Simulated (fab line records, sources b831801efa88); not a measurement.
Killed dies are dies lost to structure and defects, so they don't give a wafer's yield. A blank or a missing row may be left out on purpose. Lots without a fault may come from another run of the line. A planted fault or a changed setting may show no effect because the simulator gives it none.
Chamber matching | flow gf180mcu | GF_V1_CMP_26 on cmp-02: 4 sister chambers
The step polishes, stops on SiO2, t overpolish 15 s, target thk 0 nm. 8 wafers are shown with their chamber, then 10 later ones without.

WAFERS WITH THEIR CHAMBER
wafer  | chamber | motor_current_A (A) | edge_zone_pressure_frac
L081.4 | 1       | 9.8                 | 0.998
L083.3 | 1       | 10.2                | 0.996
L085.6 | 3       | 13.2                | 0.998
L089.1 | 2       | 11.8                | 0.995
L089.2 | 0       | 11.6                | 1.005
L089.4 | 3       | 13.8                | 1.002
L092.3 | 0       | 10.5                | 1.002
L092.5 | 2       | 12.1                | 0.990

WAFERS WITHOUT THEIR CHAMBER
wafer  | motor_current_A (A) | edge_zone_pressure_frac
L092.6 | 13.5                | 0.995
L094.1 | 11.1                | 1.004
L094.3 | 12.2                | 0.999
L094.4 | 13.2                | 1.002
L096.1 | 12.8                | 0.994
L096.2 | 10.3                | 1.007
L096.4 | 11.1                | 0.993
L097.3 | 10.9                | 1.004
L097.5 | 10.5                | 1.002
L097.6 | 11.4                | 1.005

WHICH CHAMBER EACH WENT THROUGH
wafer  | from the rows above          | in truth
L092.6 | can't be placed: 3 or 2      | 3
L094.1 | 0                            | 0
L094.3 | can't be placed: 2 or 3 or 0 | 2
L094.4 | 3                            | 3
L096.1 | can't be placed: 2 or 3      | 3
L096.2 | can't be placed: 0 or 1      | 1
L096.4 | can't be placed: 2 or 1      | 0
L097.3 | 0                            | 0
L097.5 | can't be placed: 0 or 1      | 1
L097.6 | 0                            | 0
Placed correctly: 4 of 10. Can't be placed from these rows: 6 (the true chamber is among the candidates in 5). Placed wrongly: 0.
How it was worked out, from the rows above alone: a wafer's distance from a chamber is the root of the sum, over the readings, of the square of ((its reading less the chamber's mean) divided by the reading's scatter). The wafer belongs to the nearest chamber; if the next one is less than 2 further off, it can't be placed. A chamber's mean is the mean of its shown wafers. The scatter: the root of (the sum of the squares of (reading less its chamber's mean) over the shown wafers, divided by (wafers less chambers)).
